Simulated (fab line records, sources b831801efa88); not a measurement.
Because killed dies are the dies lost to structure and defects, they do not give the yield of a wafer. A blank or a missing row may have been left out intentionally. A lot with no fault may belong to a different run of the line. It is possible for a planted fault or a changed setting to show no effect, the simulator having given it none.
The same fault as seen by 2 desks :: flow sky130 :: what lay behind the numbers comes last; until then each desk has only its own

## AT THE TOOL OWNER'S DESK: cmp-01
The tool's own readings at SKY_VIA4_CMP_02 (polishes SiO2): means of the sampled wafers that have a number, for each lot that ran on this tool. Marked OUT: a lot whose mean sits more than 4 standard deviations from the usual mean, which makes it out of limits; the brackets give that distance.
Columns: A = edge-zone-pressure-frac at SKY_VIA4_CMP_02, usual 1.000; B = head-pressure-psi at SKY_VIA4_CMP_02, usual 4.000 psi; C = motor-current-A at SKY_VIA4_CMP_02, usual 12.0 A; D = platen-rpm at SKY_VIA4_CMP_02, usual 60.00 rpm
lot: L810
first seen here: day 43 19:14
A: 0.995
B: 4.001
C: 10.6
D: 60.03

lot: L813
first seen here: day 44 22:01
A: 0.998
B: 3.998
C: 11.0
D: 59.98

lot: L818
first seen here: day 46 00:34
A: 1.002
B: 4.002
C: 12.1
D: 60.08

lot: L825
first seen here: day 47 11:53
A: 0.997
B: 4.001
C: 11.2
D: 59.98

lot: L826
first seen here: day 47 16:05
A: 1.005
B: 4.002
C: 12.0
D: 59.98
Result from this desk: across the 5 lots, nothing is out of limits.

## THE METROLOGY DESK
Lot by lot, what the gauges showed, no matter which tool ran the lot: averages of those sampled wafers that carry a number. Marked OUT: a lot whose mean sits more than 4 standard deviations from the usual mean, which makes it out of limits; the brackets give that distance.
Columns: A = CAP2M_CVD_00_THK at SKY_CAP2M_THK_MEAS_01, usual 15.45 nm; B = CAP2M_OVL at SKY_CAP2M_OVL_MEAS_12, usual -0.4 nm; C = VIA4_BOW at SKY_VIA4_BOW_MEAS_03, usual 81 um
lot: L804
first seen here: day 39 23:56
A: 15.29
B: 0.3
C: 77

lot: L805
first seen here: day 40 11:37
A: 15.40
B: 0.2
C: 78

lot: L806
first seen here: day 40 13:08
A: 15.53
B: 0.3
C: 95

lot: L810
first seen here: day 41 19:58
A: 15.34
B: -1.4
C: 80

lot: L813
first seen here: day 42 22:31
A: 15.41
B: -1.7
C: 72

lot: L818
first seen here: day 44 03:31
A: 15.62
B: -0.3
C: 84

lot: L819
first seen here: day 44 03:46
A: 15.55
B: -3.0
C: 140 (+8.5) OUT

lot: L816
first seen here: day 44 08:44
A: 15.46
B: -0.2
C: 141 (+8.6) OUT

lot: L821
first seen here: day 44 15:26
A: 15.49
B: 1.5
C: 78

lot: L825
first seen here: day 45 17:08
A: 15.64
B: -1.0
C: 88

lot: L826
first seen here: day 45 21:44
A: 15.55
B: 0.3
C: 85
This desk's finding: out of limits on L816, L819; first on L819, day 46 01:14 (VIA4_BOW at SKY_VIA4_BOW_MEAS_03). Within limits: L804, L805, L806, L810, L813, L818, L821, L825, L826.

## ALL TOGETHER
At day 46 01:14 the metrology desk could have sounded an alarm, on L816, L819.
Nothing out of limits was seen by the tool owner's desk.
The tool owner's desk has no number on record for L816, L819.
SKY_VIA4_CMP_02 was run on cmp-01 by each of the lots named.

## WHAT WAS PUT IN BY THE SIMULATOR
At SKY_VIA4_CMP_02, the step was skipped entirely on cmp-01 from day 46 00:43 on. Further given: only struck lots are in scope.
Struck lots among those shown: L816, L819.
Time in hours between the start of the fault and the first out-of-limits reading at each desk: metrology desk, 1.
